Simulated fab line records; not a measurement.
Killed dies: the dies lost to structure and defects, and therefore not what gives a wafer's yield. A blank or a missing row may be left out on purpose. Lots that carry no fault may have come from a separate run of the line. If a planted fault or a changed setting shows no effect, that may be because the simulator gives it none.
fab line records ; flow sky130
[record] lots = 15; wafers = 45; last-day = 51
route steps=708 shown GATE_OXIDE@197 POLY_GATE@218 LDD_P@265 LDD_HVN@276
lots with no fault: from the same line, run without faults
start-h: hours from the record's first day to the start of the lot's first wafer shown ; wait-h: hours from the lot's prior step to this one ; " unchanged from the row above ; L1.1+2: one row covering several wafers at once ; - no value, or no start was given ; * or withheld: withheld ; < > ~ a bound
route shown NAME@n: names a module that has steps shown in the file, with the first one's number in the route ; usual: mean and standard deviation over wafers with no fault ; same: alike in all rows ; chamber/n: place in a boat ; sites: readings site by site ; _std_site: standard deviation of those values ; _edge_site: the outer-site mean with the inner-site mean subtracted ; radius-mm: how far each site lies from the wafer's centre ; mask NAME#n: copy n ; behind: the most recent tool/chamber to have shaped the wafer ; hold: cause of the lot's hold/its duration in hours/its outcome ; device: names the non-switching transistor (n, p or np) ; end of line: the route-end tests of the same wafers ; a step without rows: its recipe alone ; killed: at the first sort, the dies lost to defects and structure; wafer yield is something else ; map: a wafer's dies, marking killed ones x, the rest . and places with no die _
set.NAME: setting as actually run; set.NAME@STEP: the setting as run at that earlier step ; model.NAME: the simulator's own value behind a step, which no gauge read
one table for each step of the route and one row for each wafer, over a sample of lots
services: a tool's chamber out of use, with start hour (start-h, from the record's first day; less than 0 if before it), hours out, and reason
[[steps]]
[step SKY_GATE_OXIDE_OVL_MEAS_10]
[usual] GATE_OXIDE_OVL = 0.5/1.5
lot.wafer;tool;chamber;start-h;wait-h;GATE_OXIDE_OVL[nm]
L452.1;overlay-02;-;324.97;0.1;-0.3
L452.3;overlay-02;-;324.97;0.1;1.9
L452.4;overlay-02;-;324.97;0.1;1.5
L453.1;overlay-01;-;344.97;0.1;2.7
L453.4;overlay-01;-;344.97;0.1;1.4
L453.6;overlay-01;-;344.97;0.1;3.0
L454.1;overlay-02;-;345.16;0.1;0.6
L454.2;overlay-02;-;345.16;0.1;1.6
L454.4;overlay-02;-;345.16;0.1;0.2
L455.4;overlay-01;-;347.90;0.1;3.7
L455.5;overlay-01;-;347.90;0.1;3.9
L455.6;overlay-01;-;347.90;0.1;2.7
L461.2;overlay-02;-;401.44;0.1;0.1
L461.4;overlay-02;-;401.44;0.1;-0.8
L461.6;overlay-02;-;401.44;0.1;1.1
L465.3;overlay-01;-;433.59;0.1;-0.2
L465.4;overlay-01;-;433.59;0.1;0.4
L465.6;overlay-01;-;433.59;0.1;-0.6
L464.1;overlay-02;-;433.88;0.1;-0.8
L464.4;overlay-02;-;433.88;0.1;-0.1
L464.5;overlay-02;-;433.88;0.1;-0.6
L466.3;overlay-02;-;436.14;0.1;-0.9
L466.4;overlay-02;-;436.14;0.1;-0.9
L466.5;overlay-02;-;436.14;0.1;-1.0
L467.1;overlay-01;-;456.53;0.1;2.1
L467.2;overlay-01;-;456.53;0.1;0.1
L467.5;overlay-01;-;456.53;0.1;0.9
L468.3;overlay-01;-;461.22;0.1;2.7
L468.4;overlay-01;-;461.22;0.1;0.8
L468.5;overlay-01;-;461.22;0.1;0.3
L469.1;overlay-01;-;464.78;0.1;2.2
L469.3;overlay-01;-;464.78;0.1;2.4
L469.6;overlay-01;-;464.78;0.1;0.1
L470.1;overlay-01;-;469.07;0.1;0.3
L470.5;overlay-01;-;469.07;0.1;-0.5
L470.6;overlay-01;-;469.07;0.1;0.0
L471.2;overlay-01;-;472.71;0.1;0.0
L471.3;overlay-01;-;472.71;0.1;-1.0
L471.4;overlay-01;-;472.71;0.1;4.2
L473.1;overlay-02;-;499.07;0.1;-2.6
L473.4;overlay-02;-;499.07;0.1;-1.5
L473.5;overlay-02;-;499.07;0.1;-1.3
L475.1;overlay-02;-;518.56;0.1;0.1
L475.3;overlay-02;-;518.56;0.1;0.4
L475.4;overlay-02;-;518.56;0.1;0.1
[step SKY_POLY_GATE_THK_MEAS_04]
[recipe] reads = Si3N4_of_POLY_GATE_CVD_03
[usual] POLY_GATE_CVD_03_THK = 74.6/0.84
lot.wafer;tool;chamber;start-h;wait-h;POLY_GATE_CVD_03_THK[nm]
L452.1;film-metro-04;-;360.72;0.0;76.0
L452.3;film-metro-04;-;360.72;0.0;74.8
L452.4;film-metro-04;-;360.72;0.0;75.7
L454.1;film-metro-02;-;379.44;0.0;74.6
L454.2;film-metro-02;-;379.44;0.0;75.2
L454.4;film-metro-02;-;379.44;0.0;75.9
L453.1;film-metro-01;-;382.58;0.0;75.7
L453.4;film-metro-01;-;382.58;0.0;75.5
L453.6;film-metro-01;-;382.58;0.0;75.6
L455.4;film-metro-02;-;382.61;0.0;75.0
L455.5;film-metro-02;-;382.61;0.0;74.3
L455.6;film-metro-02;-;382.61;0.0;74.8
L461.2;film-metro-02;-;438.84;0.0;74.7
L461.4;film-metro-02;-;438.84;0.0;74.4
L461.6;film-metro-02;-;438.84;0.0;75.0
L465.3;film-metro-01;-;469.62;0.0;74.0
L465.4;film-metro-01;-;469.62;0.0;74.1
L465.6;film-metro-01;-;469.62;0.0;74.4
L464.1;film-metro-01;-;473.44;0.0;74.1
L464.4;film-metro-01;-;473.44;0.0;74.0
L464.5;film-metro-01;-;473.44;0.0;73.8
L466.3;film-metro-02;-;473.46;0.0;73.8
L466.4;film-metro-02;-;473.46;0.0;74.2
L466.5;film-metro-02;-;473.46;0.0;74.5
L467.1;film-metro-04;-;492.60;0.0;74.6
L467.2;film-metro-04;-;492.60;0.0;74.5
L467.5;film-metro-04;-;492.60;0.0;74.8
L468.3;film-metro-02;-;497.07;0.0;73.3
L468.4;film-metro-02;-;497.07;0.0;73.5
L468.5;film-metro-02;-;497.07;0.0;73.1
L469.1;film-metro-04;-;499.89;0.0;73.4
L469.3;film-metro-04;-;499.89;0.0;73.5
L469.6;film-metro-04;-;499.89;0.0;73.5
L470.1;film-metro-02;-;504.09;0.0;73.9
L470.5;film-metro-02;-;504.09;0.0;73.2
L470.6;film-metro-02;-;504.09;0.0;73.0
L471.2;film-metro-02;-;508.56;0.0;75.5
L471.3;film-metro-02;-;508.56;0.0;75.5
L471.4;film-metro-02;-;508.56;0.0;75.4
L473.1;film-metro-02;-;535.21;0.0;74.4
L473.4;film-metro-02;-;535.21;0.0;74.8
L473.5;film-metro-02;-;535.21;0.0;74.1
L475.1;film-metro-04;-;553.50;0.0;75.0
L475.3;film-metro-04;-;553.50;0.0;74.9
L475.4;film-metro-04;-;553.50;0.0;74.4
[step SKY_POLY_GATE_ETCH_15]
[recipe] chemistry = N2/H2; target = BARC; ion-energy-ev = 200; source-w = 500; bias-w = 100; pressure-mtorr = 30; n2-flow-sccm = 100; h2-flow-sccm = 200; stop-on = SiO2; time-s = 118.5; target-depth-a = 1100
[usual] bias-w = 100.00/0.3; drypump-motor-current-A = 5.9/0.36; oes-product-au = 0.716/0.0046; throttle-valve-pct = 13.213/0.0095
lot.wafer;tool;chamber;start-h;wait-h;bias-w;drypump-motor-current-A;oes-product-au;rf-hours-counter-h;throttle-valve-pct
L452.1;rie-diel-01;3;389.88;0.0;99.72;5.6;0.716;2;13.198
L452.3;rie-diel-01;1;389.88;0.0;100.21;5.5;0.710;84;13.211
L452.4;rie-diel-01;0;389.88;0.0;100.46;6.7;0.718;45;13.199
L454.1;rie-diel-01;0;408.71;0.0;100.03;6.7;0.719;45;13.209
L454.2;rie-diel-01;1;408.71;0.0;99.91;5.5;0.716;84;13.223
L454.4;rie-diel-01;2;408.71;0.0;100.23;5.9;0.727;2;13.215
L453.1;rie-diel-02;2;411.88;0.0;99.87;6.2;0.714;12;13.208
L453.4;rie-diel-02;1;411.88;0.0;99.87;5.5;0.712;-;13.207
L453.6;rie-diel-02;0;411.88;0.0;99.80;6.2;0.712;-;13.241
L455.4;rie-diel-01;3;412.39;0.0;100.38;5.6;0.719;3;13.204
L455.5;rie-diel-01;0;412.39;0.0;99.86;6.7;0.721;-;13.228
L455.6;rie-diel-01;3;412.39;0.0;100.34;5.6;0.716;-;13.213
L461.2;rie-diel-03;3;470.49;0.0;99.96;6.3;0.711;68;13.222
L461.4;rie-diel-03;2;470.49;0.0;99.26;5.6;0.722;36;13.204
L461.6;rie-diel-03;2;470.49;0.0;99.54;5.6;0.719;-;13.203
L465.3;rie-diel-03;1;500.28;0.0;99.80;5.3;0.713;13;13.216
L465.4;rie-diel-03;0;500.28;0.0;100.19;5.9;0.722;43;13.219
L465.6;rie-diel-03;1;500.28;0.0;100.22;5.3;0.713;-;13.213
L464.1;rie-diel-03;2;504.13;0.0;100.17;5.7;0.718;37;13.206
L464.4;rie-diel-03;0;504.13;0.0;99.87;5.8;0.721;-;13.202
L464.5;rie-diel-03;3;504.13;0.0;100.42;6.3;0.719;-;13.205
L466.3;rie-diel-02;2;504.78;0.0;99.90;6.2;0.711;14;13.205
L466.4;rie-diel-02;0;504.78;0.0;99.84;6.2;0.717;5;13.183
L466.5;rie-diel-02;0;504.78;0.0;100.06;6.2;0.728;-;13.215
L467.1;rie-diel-02;1;523.41;0.0;100.15;5.5;0.717;48;13.211
L467.2;rie-diel-02;0;523.41;0.0;100.19;6.2;0.716;6;13.222
L467.5;rie-diel-02;1;523.41;0.0;100.09;5.5;0.712;-;13.215
L468.3;rie-diel-01;3;528.84;0.0;99.92;5.6;0.714;5;13.226
L468.4;rie-diel-01;0;528.84;0.0;99.99;6.7;0.715;48;13.205
L468.5;rie-diel-01;2;528.84;0.0;99.79;5.9;0.727;-;13.209
L469.1;rie-diel-03;0;530.21;0.0;99.89;5.8;0.716;44;13.211
L469.3;rie-diel-03;3;530.21;0.0;99.73;6.3;0.722;69;13.195
L469.6;rie-diel-03;0;530.21;0.0;99.86;5.9;0.716;-;13.212
L470.1;rie-diel-02;2;535.09;0.0;99.55;6.2;0.717;15;13.216
L470.5;rie-diel-02;0;535.09;0.0;99.76;6.2;0.721;-;13.207
L470.6;rie-diel-02;3;535.09;0.0;100.48;6.0;0.718;-;13.220
L471.2;rie-diel-02;1;538.63;0.0;100.07;5.5;0.719;49;13.227
L471.3;rie-diel-02;2;538.63;0.0;99.92;6.2;0.716;15;13.215
L471.4;rie-diel-02;0;538.63;0.0;100.83;6.2;0.717;6;13.212
L473.1;rie-diel-03;1;564.76;0.0;99.82;5.3;0.713;14;13.206
L473.4;rie-diel-03;0;564.76;0.0;100.08;5.8;0.712;45;13.213
L473.5;rie-diel-03;2;564.76;0.0;100.26;5.6;0.720;-;13.207
L475.1;rie-diel-01;1;583.43;0.0;100.18;5.5;0.709;0;13.211
L475.3;rie-diel-01;3;583.43;0.0;99.71;5.6;0.715;7;13.216
L475.4;rie-diel-01;2;583.43;0.0;100.31;5.9;0.713;5;13.219
[step SKY_LDD_P_STRIP_10]
[recipe] chemistry = O2/N2; power-w = 1400; pressure-mtorr = 1500; platen-temp-c = withheld; o2-flow-sccm = 3000; n2-flow-sccm = 300; overash-fraction = 0.5
[usual] chamber-pressure-mTorr = 1500.0/1.3; drypump-motor-current-A = 5.6/0.46; oes-product-au = 0.715/0.0044; strip-time-to-endpoint-s = 14.17/0.044
lot.wafer;tool;chamber;start-h;wait-h;chamber-pressure-mTorr;drypump-motor-current-A;oes-product-au;rf-hours-counter-h;strip-time-to-endpoint-s
L452.1;plasma-asher-02;1;454.89;0.1;1500.9;5.2;0.721;35;14.15
L452.3;plasma-asher-02;1;454.89;0.1;1499.1;5.2;0.722;-;14.11
L452.4;plasma-asher-02;0;454.89;0.1;1499.5;5.2;0.714;-;14.13
L454.1;plasma-asher-03;1;474.49;0.1;1500.9;6.1;0.708;67;14.17
L454.2;plasma-asher-03;0;474.49;0.1;1499.9;6.1;0.711;67;14.20
L454.4;plasma-asher-03;0;474.49;0.1;1499.5;6.1;0.722;-;14.20
L455.4;plasma-asher-02;1;478.21;0.1;1502.3;5.2;0.719;-;14.14
L455.5;plasma-asher-02;0;478.21;0.1;1498.6;5.2;0.710;-;14.21
L455.6;plasma-asher-02;1;478.21;0.1;1498.7;5.2;0.712;-;14.15
L453.1;plasma-asher-03;0;478.44;0.1;1498.6;6.0;0.720;67;14.19
L453.4;plasma-asher-03;1;478.44;0.1;1504.4;6.1;0.717;-;14.14
L453.6;plasma-asher-03;1;478.44;0.1;1499.3;6.1;0.715;-;14.17
L461.2;plasma-asher-02;1;535.36;0.1;1500.8;5.2;0.715;42;14.16
L461.4;plasma-asher-02;0;535.36;0.1;1500.7;5.2;0.716;-;14.17
L461.6;plasma-asher-02;1;535.36;0.1;1499.9;5.2;0.715;-;14.12
L465.3;plasma-asher-02;0;564.30;0.1;-;-;-;-;-
L465.4;plasma-asher-02;1;564.30;0.1;-;-;-;-;-
L465.6;plasma-asher-02;1;564.30;0.1;-;-;-;-;-
L464.1;plasma-asher-03;0;568.81;0.1;-;-;-;-;-
L464.4;plasma-asher-03;0;568.81;0.1;-;-;-;-;-
L464.5;plasma-asher-03;0;568.81;0.1;-;-;-;-;-
L466.3;plasma-asher-02;0;569.32;0.1;-;-;-;-;-
L466.4;plasma-asher-02;1;569.32;0.1;-;-;-;-;-
L466.5;plasma-asher-02;0;569.32;0.1;-;-;-;-;-
L467.1;plasma-asher-03;1;586.88;0.1;1501.4;6.1;0.714;78;14.24
L467.2;plasma-asher-03;0;586.88;0.1;1499.4;6.1;0.715;78;14.17
L467.5;plasma-asher-03;0;586.88;0.1;1501.0;6.1;0.717;-;14.20
L468.3;plasma-asher-02;0;592.00;0.1;1500.6;5.2;0.717;-;14.16
L468.4;plasma-asher-02;1;592.00;0.1;1498.6;5.2;0.715;-;14.21
L468.5;plasma-asher-02;0;592.00;0.1;1500.4;5.2;0.710;-;14.18
L469.1;plasma-asher-03;0;592.83;0.1;1500.7;6.1;0.713;79;14.15
L469.3;plasma-asher-03;1;592.83;0.1;1498.9;6.1;0.720;-;14.15
L469.6;plasma-asher-03;1;592.83;0.1;1501.2;6.1;0.720;-;14.16
L470.1;plasma-asher-02;0;597.28;0.2;1500.0;5.2;0.708;48;14.19
L470.5;plasma-asher-02;0;597.28;0.2;1499.1;5.2;0.714;-;14.19
L470.6;plasma-asher-02;1;597.28;0.2;1498.9;5.2;0.709;-;14.19
L471.2;plasma-asher-02;1;601.33;0.1;1500.0;5.2;0.721;49;14.18
L471.3;plasma-asher-02;1;601.33;0.1;1498.7;5.2;0.721;-;14.19
L471.4;plasma-asher-02;0;601.33;0.1;1501.2;5.2;0.716;-;14.17
L473.1;plasma-asher-02;1;627.69;0.1;1498.1;5.2;0.712;52;14.17
L473.4;plasma-asher-02;1;627.69;0.1;1498.6;5.2;0.720;-;14.14
L473.5;plasma-asher-02;0;627.69;0.1;1502.0;5.2;0.712;-;14.15
L475.1;plasma-asher-03;1;646.61;0.1;1500.8;6.1;0.720;83;14.23
L475.3;plasma-asher-03;0;646.61;0.1;1501.9;6.1;0.712;-;14.23
L475.4;plasma-asher-03;1;646.61;0.1;1499.7;6.1;0.713;-;14.20
[step SKY_LDD_HVN_STRIP_09]
[recipe] chemistry = O2/N2; power-w = 1400; pressure-mtorr = 1500; platen-temp-c = withheld; o2-flow-sccm = 3000; n2-flow-sccm = 300; overash-fraction = 0.5
[usual] chamber-pressure-mTorr = 1499.9/1.3; drypump-motor-current-A = 5.9/0.5; oes-product-au = 0.408/0.0044; strip-time-to-endpoint-s = 4.133/0.014
lot.wafer;tool;chamber;start-h;wait-h;chamber-pressure-mTorr;drypump-motor-current-A;oes-product-au;rf-hours-counter-h;strip-time-to-endpoint-s
L452.1;plasma-asher-02;1;484.92;0.1;1498.5;5.2;0.406;36;4.133
L452.3;plasma-asher-02;1;484.92;0.1;1503.0;5.2;0.408;-;4.124
L452.4;plasma-asher-02;0;484.92;0.1;1497.9;5.1;0.410;-;4.122
L454.1;plasma-asher-04;1;505.77;0.1;1497.8;6.0;0.413;8;4.120
L454.2;plasma-asher-04;0;505.77;0.1;1498.1;6.4;0.404;8;4.102
L454.4;plasma-asher-04;1;505.77;0.1;1498.8;6.0;0.412;-;4.123
L455.4;plasma-asher-02;1;509.35;0.1;1499.0;5.2;0.402;-;4.130
L455.5;plasma-asher-02;1;509.35;0.1;1499.8;5.2;0.407;-;4.127
L455.6;plasma-asher-02;0;509.35;0.1;1500.8;5.2;0.406;-;4.131
L453.1;plasma-asher-04;1;509.62;0.1;1498.0;6.0;0.409;8;4.150
L453.4;plasma-asher-04;1;509.62;0.1;1502.0;6.0;0.410;-;4.146
L453.6;plasma-asher-04;1;509.62;0.1;1501.8;6.0;0.407;-;4.150
L461.2;plasma-asher-04;1;565.27;0.1;1501.2;6.0;0.412;14;4.144
L461.4;plasma-asher-04;1;565.27;0.1;1501.5;6.0;0.403;-;4.137
L461.6;plasma-asher-04;0;565.27;0.1;1500.8;6.3;0.409;-;4.136
L465.3;plasma-asher-02;0;594.41;0.1;1498.4;5.2;0.723;-;21.763
L465.4;plasma-asher-02;1;594.41;0.1;1498.8;5.1;0.714;-;21.773
L465.6;plasma-asher-02;1;594.41;0.1;1500.2;5.2;0.717;-;21.755
L464.1;plasma-asher-02;0;598.31;0.1;1499.3;5.2;0.723;48;21.910
L464.4;plasma-asher-02;0;598.31;0.1;1497.6;5.2;0.719;-;21.833
L464.5;plasma-asher-02;0;598.31;0.1;1499.8;5.2;0.717;-;21.837
L466.3;plasma-asher-04;0;598.70;0.1;1500.6;6.4;0.719;-;21.701
L466.4;plasma-asher-04;1;598.70;0.1;1500.0;6.0;0.721;-;21.748
L466.5;plasma-asher-04;0;598.70;0.1;1502.1;6.4;0.710;-;21.797
L467.1;plasma-asher-01;0;616.42;0.1;1500.3;5.3;0.401;75;4.117
L467.2;plasma-asher-01;1;616.42;0.1;1499.6;6.4;0.408;75;4.122
L467.5;plasma-asher-01;1;616.42;0.1;1499.3;6.4;0.407;-;4.132
L468.3;plasma-asher-01;1;621.55;0.1;1502.6;6.3;0.410;-;4.126
L468.4;plasma-asher-01;0;621.55;0.1;1500.9;5.2;0.406;-;4.127
L468.5;plasma-asher-01;0;621.55;0.1;1499.2;5.3;0.404;-;4.129
L469.1;plasma-asher-01;0;622.47;0.1;1500.3;5.3;0.410;76;4.124
L469.3;plasma-asher-01;0;622.47;0.1;1500.3;5.2;0.411;-;4.109
L469.6;plasma-asher-01;1;622.47;0.1;1498.5;6.3;0.402;-;4.121
L470.1;plasma-asher-01;0;626.97;0.1;1499.5;5.3;0.409;77;4.153
L470.5;plasma-asher-01;1;626.97;0.1;1500.7;6.4;0.403;-;4.122
L470.6;plasma-asher-01;0;626.97;0.1;1497.3;5.2;0.412;-;4.143
L471.2;plasma-asher-01;1;630.32;0.1;1501.3;6.4;0.404;77;4.115
L471.3;plasma-asher-01;0;630.32;0.1;1500.4;5.3;0.407;-;4.109
L471.4;plasma-asher-01;1;630.32;0.1;1499.8;6.3;0.410;-;4.128
L473.1;plasma-asher-04;1;656.62;0.1;1501.9;6.0;0.407;24;4.140
L473.4;plasma-asher-04;1;656.62;0.1;1499.1;6.0;0.408;-;4.124
L473.5;plasma-asher-04;0;656.62;0.1;1501.0;6.4;0.411;-;4.126
L475.1;plasma-asher-04;1;674.97;0.1;1502.7;6.0;0.398;25;4.148
L475.3;plasma-asher-04;1;674.97;0.1;1499.9;6.1;0.408;-;4.130
L475.4;plasma-asher-04;0;674.97;0.1;1498.2;6.4;0.409;-;4.142
[step SKY_LDD_HVN_TW_MEAS_10]
[usual] LDD_HVN_TW = 1435/19
lot.wafer;tool;chamber;start-h;wait-h;LDD_HVN_TW
L452.1;film-metro-04;-;485.02;0.1;1466
L452.3;film-metro-04;-;485.02;0.1;1460
L452.4;film-metro-04;-;485.02;0.1;1454
L454.1;film-metro-02;-;505.87;0.1;1424
L454.2;film-metro-02;-;505.87;0.1;1431
L454.4;film-metro-02;-;505.87;0.1;1427
L455.4;film-metro-02;-;509.45;0.1;1426
L455.5;film-metro-02;-;509.45;0.1;1423
L455.6;film-metro-02;-;509.45;0.1;1425
L453.1;film-metro-04;-;509.72;0.1;1451
L453.4;film-metro-04;-;509.72;0.1;1465
L453.6;film-metro-04;-;509.72;0.1;1457
L461.2;film-metro-04;-;565.38;0.1;1456
L461.4;film-metro-04;-;565.38;0.1;1445
L461.6;film-metro-04;-;565.38;0.1;1448
L465.3;film-metro-02;-;594.50;0.1;30
L465.4;film-metro-02;-;594.50;0.1;30
L465.6;film-metro-02;-;594.50;0.1;30
L464.1;film-metro-04;-;598.41;0.1;30
L464.4;film-metro-04;-;598.41;0.1;30
L464.5;film-metro-04;-;598.41;0.1;30
L466.3;film-metro-02;-;598.79;0.1;30
L466.4;film-metro-02;-;598.79;0.1;30
L466.5;film-metro-02;-;598.79;0.1;30
L467.1;film-metro-04;-;616.52;0.1;1449
L467.2;film-metro-04;-;616.52;0.1;1459
L467.5;film-metro-04;-;616.52;0.1;1450
L468.3;film-metro-02;-;621.64;0.1;1417
L468.4;film-metro-02;-;621.64;0.1;1412
L468.5;film-metro-02;-;621.64;0.1;1413
L469.1;film-metro-01;-;622.57;0.1;1400
L469.3;film-metro-01;-;622.57;0.1;1407
L469.6;film-metro-01;-;622.57;0.1;1403
L470.1;film-metro-02;-;627.07;0.1;1434
L470.5;film-metro-02;-;627.07;0.1;1437
L470.6;film-metro-02;-;627.07;0.1;1434
L471.2;film-metro-02;-;630.43;0.1;1429
L471.3;film-metro-02;-;630.43;0.1;1434
L471.4;film-metro-02;-;630.43;0.1;1424
L473.1;film-metro-01;-;656.72;0.1;1391
L473.4;film-metro-01;-;656.72;0.1;1404
L473.5;film-metro-01;-;656.72;0.1;1396
L475.1;film-metro-01;-;675.07;0.1;1389
L475.3;film-metro-01;-;675.07;0.1;1395
L475.4;film-metro-01;-;675.07;0.1;1394
[[services]]
tool;chamber;start-h;hours;kind
plasma-asher-03;-;376.76;8.6;repair
rie-diel-03;1;377.61;3.3;repair
rie-diel-03;0;377.92;3.8;repair
rie-diel-02;-;390.62;0.9;repair
rie-diel-03;-;398.11;4.1;repair
plasma-asher-04;-;421.25;9.0;pm
rie-diel-01;-;425.36;4.3;pm
rie-diel-03;2;434.79;8.9;repair
rie-diel-03;0;445.06;4.0;repair
rie-diel-01;2;451.95;5.5;repair
rie-diel-02;1;455.29;2.1;repair
plasma-asher-02;-;461.76;15.6;pm
plasma-asher-03;-;461.98;0.4;repair
rie-diel-02;2;463.04;19.6;repair
rie-diel-01;0;480.18;4.0;repair
rie-diel-03;2;480.59;5.9;repair
plasma-asher-01;-;482.69;2.3;repair
plasma-asher-04;-;484.92;3.6;repair
rie-diel-03;1;487.39;8.3;repair
rie-diel-01;3;492.57;1.5;repair
plasma-asher-02;-;560.29;1.4;repair
plasma-asher-04;-;570.40;2.8;pm
plasma-asher-02;-;577.52;5.0;repair
plasma-asher-03;-;595.12;12.3;repair
[[key]]
[first-sign] step = SKY_LDD_P_STRIP_10; reading = tool-record; direction = missing
[effect] step = SKY_LDD_HVN_STRIP_09; reading = strip-time-to-endpoint-s; direction = up; sigmas = 99+; usual = *; struck = *
[effect] step = SKY_LDD_HVN_TW_MEAS_10; reading = LDD_HVN_TW; direction = down; sigmas = 74; usual = 1435; struck = 30
met-at SKY_LDD_P_STRIP_10
struck-lots L464,L465,L466
rows-end L464.1,L464.4,L464.5
sort-left-out L465.3,L465.4,L465.6,L466.3,L466.4,L466.5
tester-left-out L465,L466
not-acting-at SKY_GATE_OXIDE_OVL_MEAS_10,SKY_POLY_GATE_THK_MEAS_04,SKY_POLY_GATE_ETCH_15
onset-between 535.36 564.30
[fault] kind = skipped-step-whole; tool = plasma-asher-02,plasma-asher-03; chamber = -; onset-h = 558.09; steps = SKY_LDD_P_STRIP_10; scope = struck-lots-only
// tester-left-out: of these lots the tester's yield and bins aren't shown, on N5 and GAA mostly nor the transistor test; their killed dies are dies lost to structure and defects alone, not to doping, threshold or leakage, so they don't give the yield
// sort-left-out: the simulated sort isn't trusted on such a fault, so these wafers' sort isn't shown, and their yield isn't known
// rows-end: these wafers met a further fault down the route, and their rows from its step on are left out
